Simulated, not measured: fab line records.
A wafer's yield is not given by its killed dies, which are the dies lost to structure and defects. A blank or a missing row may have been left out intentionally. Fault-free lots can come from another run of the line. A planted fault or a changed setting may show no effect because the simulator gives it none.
A single fault, viewed from 2 desks :: flow gf180mcu :: numbers are kept per desk, each desk with only its own; the story behind them comes last

AT THE METROLOGY DESK
Means of the sampled wafers that have a number, per lot and without regard to the tool the lot ran on: this is what the gauges read. Any lot whose mean is over 4 standard deviations away from the usual mean is out of limits and marked OUT; that distance is given in the brackets.
Columns: A = V2_CVD_00_THK at GF_V2_THK_MEAS_01, usual 600 nm
lot: L856
first seen here: day 19 05:23
A: 610

lot: L857
first seen here: day 19 20:28
A: 594

lot: L859
first seen here: day 20 16:20
A: 595

lot: L861
first seen here: day 21 12:20
A: 606

lot: L862
first seen here: day 21 16:43
A: 605

lot: L863
first seen here: day 22 01:42
A: 611

lot: L869
first seen here: day 24 02:07
A: 604

lot: L870
first seen here: day 24 12:19
A: 595

lot: L873
first seen here: day 25 10:42
A: 597

lot: L874
first seen here: day 25 15:31
A: 603

lot: L876
first seen here: day 26 08:44
A: 594

lot: L878
first seen here: day 26 23:52
A: 602

lot: L879
first seen here: day 27 04:56
A: 599
This desk's verdict: no lot among the 13 shows anything out of limits.

FOR THE TOOL OWNER'S DESK: pvd sputter-03
The tool's own readings at GF_M3_SPUTTER_00 (material Ti, target thk 37.5 nm, time 150 s): means of the sampled wafers that have a number, for each lot that ran on this tool. Any lot whose mean is over 4 standard deviations away from the usual mean is out of limits and marked OUT; that distance is given in the brackets.
Columns: A = cathode dc power W at GF_M3_SPUTTER_00, usual 4000.0 W; B = throttle valve pct at GF_M3_SPUTTER_00, usual 29.8 %
lot: L861
first seen here: day 22 14:01
A: 4000.0
B: 29.9

lot: L862
first seen here: day 22 18:39
A: 3999.4
B: 30.0

lot: L869
first seen here: day 25 02:04
A: 4990.4 (+99 or more) OUT
B: 30.2

lot: L870
first seen here: day 25 11:19
A: 4989.8 (+99 or more) OUT
B: 28.9
This desk's verdict: out of limits on L869, L870, starting with L869 at day 25 02:04 (cathode dc power W at GF_M3_SPUTTER_00). L861, L862: within limits.

PUT TOGETHER
The tool owner's desk could have raised an alarm at day 25 02:04, on L869, L870.
At the metrology desk, nothing out of limits was observed.
The metrology desk holds a record of L869, L870, inside its limits.
Every lot named ran GF_M3_SPUTTER_00 on pvd sputter-03.

WHAT THE SIMULATOR HAD INSERTED
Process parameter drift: pvd sputter-03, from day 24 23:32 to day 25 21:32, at GF_M3_SPUTTER_00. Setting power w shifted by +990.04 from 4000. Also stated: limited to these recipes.
Lots struck among those shown: L869, L870.
Each desk's first reading out of limits, in hours after the fault started: the tool owner's desk, 3.
